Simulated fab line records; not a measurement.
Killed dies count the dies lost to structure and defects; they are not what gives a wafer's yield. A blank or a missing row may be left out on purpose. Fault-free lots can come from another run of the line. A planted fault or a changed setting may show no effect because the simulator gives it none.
Chamber matching    flow gf180mcu    rie diel-01 running GF_V4_ETCH_16: 3 sister chambers
The step etches BARC in N2/H2. 14 wafers are shown with their chamber, then 6 later ones without.

WAFERS PAIRED WITH THEIR CHAMBERS
wafer   chamber  rf fwd power W (W)  oes product au (a.u.)  throttle valve pct (%)
L075.1  3        492.9               0.853                  13.225
L075.3  2        492.9               0.855                  13.230
L075.4  2        495.1               0.861                  13.220
L077.3  3        489.1               0.853                  13.225
L077.4  0        500.8               0.863                  13.224
L077.5  0        498.2               0.856                  13.227
L078.1  3        490.0               0.851                  13.232
L078.4  3        490.3               0.858                  13.221
L078.6  0        497.7               0.860                  13.211
L080.3  0        498.1               0.864                  13.235
L080.5  2        495.7               0.854                  13.235
L080.6  3        491.1               0.842                  13.224
L081.4  3        488.7               0.863                  13.224
L081.5  2        498.9               0.860                  13.230

SIGNATURES (averages over the wafers above)
reading             chamber 0  chamber 2  chamber 3  scatter within a chamber
rf fwd power W      498.700    495.650    490.350    1.81
oes product au      0.86075    0.85750    0.85333    0.00544
throttle valve pct  13.22425   13.22875   13.22517   0.00664
Rule: a wafer lies at a distance from a chamber equal to the root of the sum of squares, over the readings, of (its reading less the chamber's mean, divided by the reading's scatter). If the next closest chamber is less than 2 further off than the closest, the wafer can't be placed; otherwise it belongs to the closest. The scatter: the root of (the sum of the squares of (reading less its chamber's mean) over the shown wafers, divided by (wafers less chambers)).

WAFERS WITHOUT THEIR CHAMBER
wafer   rf fwd power W (W)  oes product au (a.u.)  throttle valve pct (%)
L083.1  496.4               0.851                  13.221
L083.3  493.2               0.862                  13.227
L083.6  495.2               0.853                  13.222
L096.1  494.7               0.857                  13.211
L096.2  490.0               0.853                  13.236
L096.3  495.7               0.855                  13.219

WHICH CHAMBER EACH WENT THROUGH
wafer   from the rows above           in truth
L083.1  can't be placed: 2 or 0 or 3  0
L083.3  can't be placed: 2 or 3 or 0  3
L083.6  can't be placed: 2 or 0 or 3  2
L096.1  can't be placed: 2 or 0 or 3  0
L096.2  can't be placed: 3 or 2       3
L096.3  can't be placed: 2 or 0 or 3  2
Placed correctly: 0 of 6. These rows do not allow placing 6 (true chamber among the candidates in 6). 0 placed wrongly.
